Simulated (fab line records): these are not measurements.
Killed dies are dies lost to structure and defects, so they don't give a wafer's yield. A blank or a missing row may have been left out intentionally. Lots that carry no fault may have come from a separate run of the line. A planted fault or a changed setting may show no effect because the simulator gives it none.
Which tool did it? + flow sky130 + 31 wafers from 11 lots sampled at 3 of the route's 708 steps

## WHAT EACH GAUGE READ, for each wafer
SKY_PASSIVATION_THK_MEAS_03.
| lot  | measured     | on           | PASSIVATION_CVD_02_THK (nm) |
|------|--------------|--------------|-----------------------------|
| L695 | day 43 20:09 | filmMetro-03 | 543 550 549                 |
| L696 | day 44 17:20 | filmMetro-03 | 532 540 532                 |
| L699 | day 45 12:26 | filmMetro-03 | 536 540 541                 |
| L697 | day 45 13:54 | filmMetro-03 | 537 533 541                 |
| L703 | day 46 08:28 | filmMetro-04 | 534 536 541                 |
| L706 | day 46 16:37 | filmMetro-04 | 522 392 535                 |
| L707 | day 46 21:37 | filmMetro-03 | 526 392                     |
| L709 | day 47 08:53 | filmMetro-01 | 386 394                     |
| L710 | day 47 13:10 | filmMetro-01 | 535 536 535                 |
| L713 | day 48 11:11 | filmMetro-04 | 541 540 542                 |
| L714 | day 49 00:34 | filmMetro-03 | 549 548 554                 |

## WHICH TOOL RAN EACH LOT (tool, then ch and the chambers of the sampled wafers, then the start)
| lot  | SKY_LDD_LDN_STRIP_12                | SKY_PASSIVATION_CVD_02          |
|------|-------------------------------------|---------------------------------|
| L695 | plasmaAsher-04 ch 0,1, day 23 12:59 | pecvd-03 ch 0,1,2, day 43 19:55 |
| L696 | plasmaAsher-04 ch 0,1, day 24 17:08 | pecvd-02 ch 1,2, day 44 17:07   |
| L699 | plasmaAsher-01 ch 0,1, day 25 05:12 | pecvd-03 ch 0,2, day 45 12:13   |
| L697 | plasmaAsher-01 ch 0,1, day 25 05:31 | pecvd-03 ch 1,2, day 45 13:37   |
| L703 | plasmaAsher-04 ch 0,1, day 26 08:44 | pecvd-02 ch 0,1,2, day 46 08:20 |
| L706 | plasmaAsher-03 ch 0,1, day 27 06:04 | pecvd-03 ch 1,2, day 46 16:23   |
| L707 | plasmaAsher-01 ch 0,1, day 27 11:28 | pecvd-03 ch 0,1, day 46 21:23   |
| L709 | plasmaAsher-01 ch 0, day 27 15:41   | pecvd-03 ch 0,1, day 47 08:38   |
| L710 | plasmaAsher-01 ch 0,1, day 27 19:47 | pecvd-01 ch 0,1, day 47 12:55   |
| L713 | plasmaAsher-03 ch 0,1, day 29 15:55 | pecvd-01 ch 0,1,2, day 48 10:58 |
| L714 | plasmaAsher-03 ch 0,1, day 29 23:20 | pecvd-01 ch 0,2, day 49 00:20   |
- SKY_LDD_LDN_STRIP_12: strips in O2/N2.
- SKY_PASSIVATION_CVD_02: deposits Si3N4, target thk 540 nm.

## THE ANSWER, worked out from the rows above alone
Rule: the lots themselves supply what counts as usual. The widest of any qualifying gaps counts: lots, ordered by their means at a reading, are off when they make up no more than a third of the lots, leave a main group of 4 or more, and stand apart from it by 3 or more times the standard deviation of that group's means. A main group whose means are all the same, to the digits that the tables above print for the reading, isn't used. A lot without any number at a reading at which 4 lots or more have one is off too. Any other lot the step has rows for is counted as sound.
Off: at SKY_PASSIVATION_THK_MEAS_03 (PASSIVATION_CVD_02_THK), L706, L707, L709. Main group: mean 540 nm, sd 5.4.
A tool fits if, at a process step before that reading, it ran every lot that is off, and no sound lot after the first of them. Those tools and the gauges at SKY_PASSIVATION_THK_MEAS_03 are tried in the same way. One fits: pecvd-03 at SKY_PASSIVATION_CVD_02. A fault onset in the window from L697 (day 45 13:37, its last sound lot) to L706 (day 46 16:23, its first lot off) fits.

## WHAT HAD BEEN PUT IN BY THE SIMULATOR
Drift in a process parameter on pecvd-03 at SKY_PASSIVATION_CVD_02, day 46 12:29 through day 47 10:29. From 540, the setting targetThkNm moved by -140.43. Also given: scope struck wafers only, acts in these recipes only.
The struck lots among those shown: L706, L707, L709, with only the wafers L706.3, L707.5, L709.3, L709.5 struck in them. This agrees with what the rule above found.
